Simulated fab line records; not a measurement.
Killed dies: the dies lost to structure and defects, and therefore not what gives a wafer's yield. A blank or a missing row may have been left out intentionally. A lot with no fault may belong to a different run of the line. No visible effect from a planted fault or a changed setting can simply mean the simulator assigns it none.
Comparing a struck lot with a sound one ; flow sky130 ; 37 out of 708 route steps
Sound: these wafers, L761.1, L761.2, L761.3. Wafers struck: L757.2, L757.5, L757.6. The cause is named last.
Per side, at each step with rows, come the tool, then ch with its chambers, and then its first start. Under that, the readings that differ: sound wafers ; struck wafers ; difference of the means ; sigmas: that difference in standard deviations of wafers without a fault.
alike: readings with means less than 2 such deviations apart, plus words and numbers identical on both sides. not compared: withheld readings, readings lacking a value on some wafer, bounds such as >300 that could conceal the same value, and numbers that have no deviation in the record and whose values overlap.
The two part at a step that has a row with sigmas, a row that says differs or no value, or rows on one side only. When numbers do not overlap yet have no deviation, they are printed without sigmas and do not part them. Lack of a reading on every wafer of one side parts them only where that side has two or more wafers.

first, 10 steps without rows for these wafers: SKY_METAL2_EXPOSE_12 (exposes mask MM2, target cd 140 nm); SKY_METAL2_PEB_13; SKY_METAL2_DEVELOP_14 (develop time 60 s); SKY_METAL2_DESCUM_17 (chemistry O2, time 8 s); SKY_METAL2_ETCH_18 (etches BARC in N2/H2, stops on SiO2, time 45.9 s, target depth 60 nm); SKY_METAL2_METAL_ETCH_19 (etches the open film in Cl2/BCl3, stops on SiO2, target depth 360 nm, time 78 s); SKY_METAL2_STRIP_20 (strips in O2/N2); SKY_METAL2_STRIP_21 (strips in post etch residue remover, time 1200 s); SKY_METAL2_CLEAN_22 (cleans in IPA, time 180 s); SKY_METAL2_CLEAN_23 (cleans in O3/DIW).
SKY_VIA2_HDPCVD_00: deposits SiO2, target thk 1180 nm, time 196.7 s.
  sound on hdpcvd-02 ch 0,1,2, day 41 18:38; struck on hdpcvd-01 ch 0,1, day 40 13:41
reading;sound;struck;difference;sigmas
model.SiO2_of_VIA2_HDPCVD_00.thk nm (nm);1155 1165 1175;437.3 420.9 436.1;-733.6;
SKY_VIA2_THK_MEAS_01:
  sound: film metro-04 at day 41 18:46; struck: film metro-02 at day 40 13:49
reading;sound;struck;difference;sigmas
VIA2_HDPCVD_THK (nm);1155 1167 1175;437 421 436;-734;-49
then, 10 steps without rows for these wafers: SKY_VIA2_CMP_02 (polishes SiO2); SKY_VIA2_DEHYDRATE_04 (time 60 s); SKY_VIA2_HMDS_05 (prime time 60 s); SKY_VIA2_COAT_06 (resist thk 60 nm); SKY_VIA2_COAT_07 (resist thk 450 nm); SKY_VIA2_SOFTBAKE_08 (time 90 s); SKY_VIA2_EXPOSE_09 (exposes mask VIM2, target cd 200 nm); SKY_VIA2_PEB_10; SKY_VIA2_DEVELOP_11 (develop time 60 s); SKY_VIA2_ETCH_14 (etches BARC in N2/H2, stops on SiO2, time 45.9 s, target depth 60 nm).
SKY_VIA2_ETCH_15: etches SiO2 in C4F8/O2/Ar, stops on TiN, target depth 546 nm, time 84 s.
  sound on rie diel-02 ch 0,2,3, day 42 18:41; struck on rie diel-02 ch 0,1,3, day 41 14:11
reading;sound;struck;difference;sigmas
oes product au (a.u.);0.933 0.939 0.936;0.873 0.861 0.875;-0.066;-14
model.etch.depth nm (nm);493.9 494.4 493.2;437.3 420.9 436.1;-62.4;
model.VIA2.feature depth nm (nm);493.9 494.4 493.2;437.3 420.9 436.1;-62.4;
  alike: chamber pressure mTorr
  not compared: rf hours counter h
then, 12 steps without rows for these wafers: SKY_VIA2_STRIP_16 (strips in O2/N2); SKY_VIA2_STRIP_17 (strips in post etch residue remover, time 1200 s); SKY_VIA2_CLEAN_18 (cleans in IPA, time 180 s); SKY_VIA2_CLEAN_19 (cleans in O3/DIW); SKY_VIA2_SPUTTER_20 (material TiN, target thk 20 nm, time 80 s); SKY_VIA2_CVD_21 (deposits W, target thk 420 nm, time 126.4 s); SKY_VIA2_CMP_24 (polishes, stops on SiO2, t overpolish 20 s, target thk 0 nm); SKY_METAL3_SPUTTER_00 (material Ti, target thk 15 nm, time 10 s); SKY_METAL3_SPUTTER_01 (material TiN, target thk 20 nm, time 16.7 s); SKY_METAL3_SPUTTER_02 (material AlCu, target thk 735 nm, time 39.1 s); SKY_METAL3_SPUTTER_03 (material Ti, target thk 5 nm, time 3.3 s); SKY_METAL3_SPUTTER_04 (material TiN, target thk 70 nm, time 58.3 s).
-- the record jumps here: 2 days lie between the struck wafers' starts before and after --
SKY_METAL3_METAL_ETCH_18: etches the open film in Cl2/BCl3, stops on SiO2, target depth 845 nm, time 183.1 s.
  sound on rie metal-04 ch 0,1, day 44 18:26; struck on rie metal-01 ch 0,1, day 43 14:56
reading;sound;struck;difference;sigmas
drypump motor current A (A);5.1 4.7 4.7;5.9 5.9 6.5;+1.3;+2
model.SiO2_of_VIA2_HDPCVD_00.thk nm (nm);464.2 465.2 464.2;408.2 391.8 405.6;-62.7;
  alike: chamber pressure mTorr, oes product au, throttle valve pct
  not compared: rf hours counter h
-- the record jumps here: 6 days lie between the struck wafers' starts before and after (it left off in module METAL3 and takes up again in module PAD_OPEN, whose first step shown is number 708 of the route) --
SKY_PAD_OPEN_PROBE_99:
  sound: prober-02 at day 50 16:55; struck: prober-02 at day 49 20:52
reading;sound;struck;difference;sigmas
model.etest.tester.sort n pass;396 409 397;247 231 243;-160;
model.etest.tester.sort yield pct (%);80.49 83.13 80.69;50.2 46.95 49.39;-32.6;
model.etest.tester.sort_bin_3_pct (%);1.016 1.22 1.22;32.93 35.37 34.55;+33.13;
model.etest.met3 comb.leak log10 a um;-11.94 -12.08 -11.98;-7.243 -7.134 -7.143;+4.827;
model.etest.tester.sort_bin_8_pct (%);0 0 0;8.253e-09 4.837e-08 1.123e-08;+2.262e-08;
model.etest.tester.sort_bin_4_pct (%);0 0 0;4.008e-13 3.796e-12 2.159e-11;+8.596e-12;
  alike: defect limited yield, killed_at_M0_to_M3, killed_at_M4_up, killed at contacts, killed at front end, killed at other, killed dies, killed open, killed short

WHERE THEY PART
Earliest at SKY_VIA2_THK_MEAS_01; latest, in this record, at SKY_METAL3_METAL_ETCH_18. Later steps at which nothing parts them and some readings are alike: SKY_PAD_OPEN_PROBE_99.

WHY: what the simulator had put in
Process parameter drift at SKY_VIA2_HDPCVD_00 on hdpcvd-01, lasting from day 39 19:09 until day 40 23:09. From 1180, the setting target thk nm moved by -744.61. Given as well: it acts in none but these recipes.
